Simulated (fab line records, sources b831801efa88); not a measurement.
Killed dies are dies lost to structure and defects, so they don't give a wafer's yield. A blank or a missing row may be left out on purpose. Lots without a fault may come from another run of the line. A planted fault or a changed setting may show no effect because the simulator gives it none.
fab line records | flow sky130
record lots=11 wafers=33 last_day=50
route steps=708 shown FIELD_ISO@15 NWELL@33
lots that met no fault: from a run of the same line without faults
start_h: hours from the record's first day to the start of the lot's first wafer shown | wait_h: hours since the lot's step before | " the same as in the row above | L1.1+2: a row that stands for several wafers | - no value, or no start given | * or withheld: withheld | < > ~ a bound
route shown NAME@n: a module of which the file shows steps, and the number in the route of the first | usual: mean/standard deviation of fault-free wafers | same: alike in all rows | chamber/n: place in a boat | sites: the reading at each site | _std_site: their standard deviation | _edge_site: outer sites' mean less inner sites' | radius_mm: how far each site lies from the wafer's centre | mask NAME#n: copy n | behind: the tool/chamber that last shaped the wafer | hold: why the lot was held/for how many hours/how that ended | device: the transistor (n, p or np) that didn't switch | end of line: the same wafers' tests at the end of the route | a step without rows: its recipe alone | killed: dies lost to structure and defects at the first sort, not the wafer's yield | map: a wafer's dies, x killed, . not, _ none there
set.NAME: the setting as run; set.NAME@STEP: as run at that earlier step | model.NAME: the simulator's own value behind a step, which no gauge read
steps of the route over a sample of lots; a table a step, a row a wafer
services: from which hour (start_h, from the record's first day; less than 0 if before it) a tool's chamber was out of use, for how many hours, and why
## steps
# step SKY_FIELD_ISO_ETCH_14
# recipe chemistry=N2/H2 target=BARC ion_energy_ev=200 source_w=500 bias_w=100 pressure_mtorr=30 n2_flow_sccm=100 h2_flow_sccm=200 stop_on=SiO2 time_s=45.9 target_depth_a=600
# usual drypump_motor_current_A=5.8/0.5 oes_product_au=0.855/0.004 throttle_valve_pct=13.226/0.009
# columns lot.wafer tool chamber start_h wait_h drypump_motor_current_A oes_product_au rf_hours_counter_h throttle_valve_pct
L977.2 rie_diel-01 0 28.81 0.1 5.9 0.853 4 13.226
L977.4 " 2 " " 6.2 0.855 68 13.218
L977.6 " 2 " " 6.2 0.864 - 13.243
L982.2 rie_diel-01 2 52.96 0.1 6.2 0.853 69 13.216
L982.3 " 0 " " 5.8 0.852 5 13.223
L982.4 " 1 " " 5.4 0.853 3 13.234
L983.1 rie_diel-01 1 61.26 0.1 5.4 0.858 3 13.234
L983.2 " 0 " " 5.9 0.857 5 13.222
L983.3 " 2 " " 6.2 0.851 69 13.219
L992.1 rie_diel-01 2 107.96 0.1 6.2 0.852 70 13.243
L992.2 " 0 " " 5.9 0.854 5 13.232
L992.4 " 3 " " 6.5 0.863 - 13.223
L993.1 rie_diel-02 1 112.31 0.1 4.9 0.854 146 13.237
L993.3 " 2 " " 5.9 0.857 59 13.230
L993.5 " 1 " " 4.9 0.857 - 13.231
L995.1 rie_diel-04 0 122.11 0.1 5.1 0.855 95 13.218
L995.3 " 1 " " 6.3 0.853 6 13.221
L995.6 " 0 " " 5.1 0.851 - 13.237
L996.1 rie_diel-04 3 128.61 0.1 5.2 0.850 2 13.239
L996.2 " 2 " " 5.7 0.859 139 13.217
L996.6 " 0 " " 5.1 0.850 - 13.214
L997.3 rie_diel-02 0 133.46 0.1 6.1 0.854 97 13.239
L997.4 " 1 " " 4.9 0.858 147 13.221
L997.6 " 3 " " 5.7 0.850 - 13.225
L998.1 rie_diel-04 2 144.81 0.1 5.7 0.854 139 13.239
L998.2 " 3 " " 5.2 0.851 3 13.220
L998.3 " 0 " " 5.1 0.859 95 13.247
L999.1 rie_diel-02 3 145.86 0.1 5.7 0.860 7 13.212
L999.4 " 2 " " 5.8 0.854 59 13.235
L999.6 " 0 " " 6.1 0.854 - 13.216
L100.2 rie_diel-01 3 155.21 0.1 6.5 0.860 137 13.232
L100.5 " 2 " " 6.2 0.858 - 13.243
L100.6 " 1 " " 5.4 0.849 - 13.231
# step SKY_FIELD_ISO_THK_MEAS_25
# recipe reads=SiO2_of_FIELD_ISO_CVD_24
# usual FIELD_ISO_CVD_24_THK=592/5.8
# columns lot.wafer tool chamber start_h wait_h FIELD_ISO_CVD_24_THK[nm]
L977.2 film_metro-01 - 30.67 0.0 594
L977.4 " - " " 597
L977.6 " - " " 596
L982.2 film_metro-04 - 55.68 0.0 595
L982.3 " - " " 599
L982.4 " - " " 597
L983.1 film_metro-03 - 64.05 0.0 587
L983.2 " - " " 589
L983.3 " - " " 590
L992.1 film_metro-04 - 113.90 0.0 586
L992.2 " - " " 589
L992.4 " - " " 591
L993.1 film_metro-01 - 122.37 0.0 598
L993.3 " - " " 602
L993.5 " - " " 589
L995.1 film_metro-03 - 130.66 0.0 590
L995.3 " - " " 584
L995.6 " - " " 587
L996.1 film_metro-01 - 130.66 0.0 595
L996.2 " - " " 584
L996.6 " - " " 588
L997.3 film_metro-04 - 135.86 0.1 595
L997.4 " - " " 586
L997.6 " - " " 590
L998.1 film_metro-03 - 146.66 0.0 587
L998.2 " - " " 589
L998.3 " - " " 589
L999.1 film_metro-04 - 147.84 0.0 595
L999.4 " - " " 590
L999.6 " - " " 593
L100.2 film_metro-01 - 157.38 0.0 599
L100.5 " - " " 600
L100.6 " - " " 593
# step SKY_NWELL_OXIDATION_01
# recipe temp_c=900 ambient=O2 stabilise_s=600 purge_s=300 target_thk_a=100 ox_time_s=1418
# usual spike_tc_bottom_C=920.8/2.4 spike_tc_centre_C=901.4/1.4 spike_tc_lower_C=902.0/1 spike_tc_top_C=912.7/1.8 spike_tc_upper_C=900.1/0.99 tube_center_temp_C=900.01/0.087 tube_center_temp_C_max=902.4/0.37 zone_power_bottom_pct=28.4/1.4 zone_power_top_pct=34.2/0.87
# same stabilise_s=600
# columns lot.wafer tool chamber start_h wait_h spike_tc_bottom_C spike_tc_centre_C spike_tc_lower_C spike_tc_top_C spike_tc_upper_C tube_center_temp_C tube_center_temp_C_max zone_power_bottom_pct zone_power_top_pct
L977.2 furnace-01 0 33.47 0.0 922.4 899.9 899.9 911.3 901.7 899.92 902.6 27.1 33.7
L977.4 " 0 " " 923.1 900.4 902.5 912.1 899.7 899.98 902.5 27.4 33.4
L977.6 " 0 " " 921.9 902.9 901.3 910.4 898.6 900.03 902.0 27.4 33.6
L982.2 furnace-01 0 59.68 0.4 857.0 835.5 836.3 845.5 833.9 832.88 835.3 23.2 29.5
L982.3 " 0 " " 856.7 834.2 834.8 845.3 831.3 832.93 835.4 23.4 30.0
L982.4 " 0 " " 854.6 832.2 836.1 847.0 833.0 832.97 835.3 23.0 29.1
L983.1 furnace-01 0 66.77 0.3 857.3 833.8 834.0 845.6 833.0 833.06 835.5 22.7 29.6
L983.2 " 0 " " 856.2 832.5 834.8 844.6 833.9 833.03 835.0 23.3 29.6
L983.3 " 0 " " 856.7 832.4 833.7 844.4 832.4 832.99 835.7 22.9 30.0
L992.1 furnace-02 0 130.52 5.8 918.7 900.0 903.1 913.7 900.8 899.99 902.2 30.0 35.0
L992.2 " 0 " " 919.6 903.2 902.5 913.2 900.6 900.08 901.9 29.8 35.3
L992.4 " 0 " " 918.5 902.0 902.8 914.3 902.6 899.96 902.4 29.8 35.3
L993.1 furnace-02 0 130.52 0.2 917.2 903.2 903.1 914.9 898.8 900.11 902.9 29.8 34.5
L993.3 " 0 " " 918.4 902.5 902.9 915.7 900.6 899.94 902.3 30.3 35.7
L993.5 " 0 " " 916.6 900.7 902.0 912.7 900.7 899.83 902.6 30.0 34.8
L995.1 furnace-02 0 137.20 0.3 918.7 901.3 902.5 915.3 902.5 899.98 902.9 29.9 35.1
L995.3 " 0 " " 916.2 902.4 903.2 915.3 901.0 900.25 902.7 29.6 35.1
L995.6 " 0 " " 918.8 902.1 902.0 913.2 900.0 899.98 902.1 29.9 35.4
L996.1 furnace-02 0 137.20 0.4 918.3 901.9 902.5 914.0 900.8 899.88 902.8 29.7 36.0
L996.2 " 0 " " 919.7 903.4 901.0 915.8 900.7 900 902.1 29.9 35.1
L996.6 " 0 " " 919.1 903.1 901.6 913.9 900.5 899.94 902.1 29.9 35.3
L997.3 furnace-02 0 138.59 0.2 917.1 904.4 902.3 915.6 900.2 899.97 902.0 31.0 35.2
L997.4 " 0 " " 917.6 904.7 902.9 914.4 899.7 900.16 902.2 30.3 34.5
L997.6 " 0 " " 917.9 901.7 901.7 915.5 900.7 899.96 902.3 30.1 34.6
L998.1 furnace-01 0 150.37 1.2 922.3 900.3 902.3 912.6 899.9 900.17 902.2 27.6 33.4
L998.2 " 0 " " 923.6 900.7 903.0 911.5 898.3 899.97 902.5 27.4 33.1
L998.3 " 0 " " 922.7 900.9 901.8 909.9 899.1 900.09 902.2 27.2 33.5
L999.1 furnace-01 0 150.37 0.0 923.4 899.7 900.2 911.3 899.7 900.02 902.9 27.0 33.9
L999.4 " 0 " " 922.2 900.1 904.4 910.3 899.4 899.95 901.6 27.7 33.3
L999.6 " 0 " " 923.2 901.1 904.1 910.9 899.5 899.96 902.0 27.0 33.2
L100.2 furnace-02 0 160.59 0.4 920.1 902.3 902.7 914.2 900.0 900.01 902.9 30.2 35.3
L100.5 " 0 " " 916.4 903.9 904.1 913.5 901.4 900.1 902.7 29.6 35.5
L100.6 " 0 " " 917.9 903.0 902.0 915.0 900.2 900.11 901.8 29.8 35.0
# step SKY_NWELL_THK_MEAS_02
# recipe reads=SiO2_of_NWELL_OXIDATION_01
# usual NWELL_OXIDATION_THK=10.08/0.16
# columns lot.wafer tool chamber start_h wait_h NWELL_OXIDATION_THK[nm]
L977.2 film_metro-01 - 34.87 0.0 10.12
L977.4 " - " " 10.08
L977.6 " - " " 10.16
L982.2 film_metro-01 - 61.08 0.0 4.58
L982.3 " - " " 4.48
L982.4 " - " " 4.63
L983.1 film_metro-03 - 68.17 0.0 4.63
L983.2 " - " " 4.67
L983.3 " - " " 4.61
L992.1 film_metro-02 - 131.92 0.0 10.33
L992.2 " - " " 10.23
L992.4 " - " " 10.21
L993.1 film_metro-01 - 131.92 0.0 10.05
L993.3 " - " " 10.24
L993.5 " - " " 10.05
L996.1 film_metro-01 - 138.59 0.0 10.08
L996.2 " - " " 10.34
L996.6 " - " " 10.24
L995.1 film_metro-02 - 138.65 0.1 10.25
L995.3 " - " " 10.13
L995.6 " - " " 10.21
L997.3 film_metro-01 - 140.01 0.0 10.09
L997.4 " - " " 10.13
L997.6 " - " " 10.01
L998.1 film_metro-03 - 151.77 0.0 10.00
L998.2 " - " " 10.11
L998.3 " - " " 10.09
L999.1 film_metro-01 - 151.77 0.0 10.06
L999.4 " - " " 10.21
L999.6 " - " " 10.01
L100.2 film_metro-02 - 161.99 0.0 10.19
L100.5 " - " " 10.19
L100.6 " - " " 9.99
# step SKY_NWELL_OVL_MEAS_23
# usual NWELL_01_OVL=-0.1/1.3
# columns lot.wafer tool chamber start_h wait_h NWELL_01_OVL[nm]
L977.2 overlay-02 - 99.45 - 0.3
L977.4 " - " " 0.4
L977.6 " - " " -0.3
L982.2 overlay-01 - 131.95 - -0.4
L982.3 " - " " -0.9
L982.4 " - " " -0.2
L983.1 overlay-01 - 137.89 - -0.8
L983.2 " - " " 0.3
L983.3 " - " " 0.3
L993.1 overlay-01 - 213.99 - -3.1
L993.3 " - " " -3.7
L993.5 " - " " -3.1
L992.1 overlay-01 - 214.99 - -0.1
L992.2 " - " " 0.1
L992.4 " - " " -0.7
L996.1 overlay-02 - 222.54 - 0.2
L996.2 " - " " 0.2
L996.6 " - " " 0.2
L995.1 overlay-02 - 223.99 - -1.9
L995.3 " - " " -1.7
L995.6 " - " " -2.5
L997.3 overlay-02 - 224.70 - 1.2
L997.4 " - " " 1.4
L997.6 " - " " 0.6
L999.1 overlay-02 - 236.64 - -1.7
L999.4 " - " " -0.9
L999.6 " - " " -2.0
L998.1 overlay-01 - 236.89 - 1.5
L998.2 " - " " -0.1
L998.3 " - " " 1.6
L100.2 overlay-01 - 249.35 - -2.7
L100.5 " - " " -1.0
L100.6 " - " " -0.5
## services
# columns tool chamber start_h hours kind
rie_diel-04 2 36.50 19.5 repair
furnace-01 - 39.95 3.0 pm
rie_diel-02 0 49.30 11.6 repair
rie_diel-04 2 58.11 8.8 repair
furnace-02 - 103.13 5.0 pm
rie_diel-01 1 107.54 8.1 repair
rie_diel-04 - 109.91 4.3 pm
rie_diel-02 - 147.64 2.8 pm
## key
first_sign step=SKY_NWELL_OXIDATION_01 reading=tube_center_temp_C direction=down sigmas=99+ usual=* struck=*
effect step=SKY_NWELL_OXIDATION_01 reading=tube_center_temp_C_max direction=down sigmas=99+ usual=* struck=*
effect step=SKY_NWELL_THK_MEAS_02 reading=NWELL_OXIDATION_THK direction=down sigmas=34 usual=10.08 struck=4.60
met_at SKY_NWELL_OXIDATION_01
struck_lots L982,L983
tester_left_out L982,L983
not_acting_at SKY_FIELD_ISO_ETCH_14,SKY_FIELD_ISO_THK_MEAS_25,SKY_NWELL_OVL_MEAS_23
onset_between 33.47 59.68
fault kind=process_parameter_drift tool=furnace-01 chamber=- onset_h=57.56 steps=SKY_NWELL_OXIDATION_01 channel=temp_c offset=* shape=step end_h=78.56 acts_in=* stated=*
# tester_left_out: of these lots the tester's yield and bins aren't shown, on N5 and GAA mostly nor the transistor test; their killed dies are dies lost to structure and defects alone, not to doping, threshold or leakage, so they don't give the yield
